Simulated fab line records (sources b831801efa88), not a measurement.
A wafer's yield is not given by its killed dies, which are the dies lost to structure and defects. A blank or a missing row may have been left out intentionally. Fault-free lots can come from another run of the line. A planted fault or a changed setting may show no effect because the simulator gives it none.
Chamber matching | flow sky130 | SKY_VIA2_CMP_24 on cmp-02: 3 sister chambers
The step polishes, stops on SiO2, t overpolish 20 s, target thk 0 nm. 6 wafers are shown with their chamber, then 7 later ones without.

## WAFERS PAIRED WITH THEIR CHAMBERS
wafer  | chamber | motor_current_A (A) | time_to_endpoint_s (s)
L831.2 | 0       | 12.9                | 94
L834.5 | 3       | 11.9                | 100
L834.6 | 0       | 12.5                | 95
L837.5 | 2       | 11.2                | 98
L837.6 | 3       | 11.6                | 95
L839.2 | 2       | 11.3                | 102

## WAFERS WITH NO CHAMBER GIVEN
wafer  | motor_current_A (A) | time_to_endpoint_s (s)
L839.3 | 11.8                | 98
L839.4 | 12.0                | 91
L840.1 | 11.8                | 107
L840.2 | 11.5                | 110
L840.5 | 11.0                | 107
L842.3 | 12.3                | 95
L842.4 | 10.8                | 107

## WHICH CHAMBER EACH ONE RAN IN
wafer  | from the rows above     | in truth
L839.3 | 3                       | 3
L839.4 | can't be placed: 3 or 0 | 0
L840.1 | can't be placed: 3 or 2 | 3
L840.2 | can't be placed: 2 or 3 | 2
L840.5 | 2                       | 2
L842.3 | can't be placed: 0 or 3 | 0
L842.4 | 2                       | 2
Correctly placed: 3 of 7. Cannot be placed on the basis of these rows: 4; the candidates contain the true chamber in 4. Number placed wrongly: 0.
How it was worked out, from the rows above alone: a wafer's distance from a chamber is the root of the sum, over the readings, of the square of ((its reading less the chamber's mean) divided by the reading's scatter). The wafer belongs to the nearest chamber; if the next one is less than 2 further off, it can't be placed. For every chamber, the mean is computed from those of its wafers that are shown. The scatter: take each reading less its chamber's mean, square it, sum over the shown wafers, divide by the number of wafers less the number of chambers, and take the root.
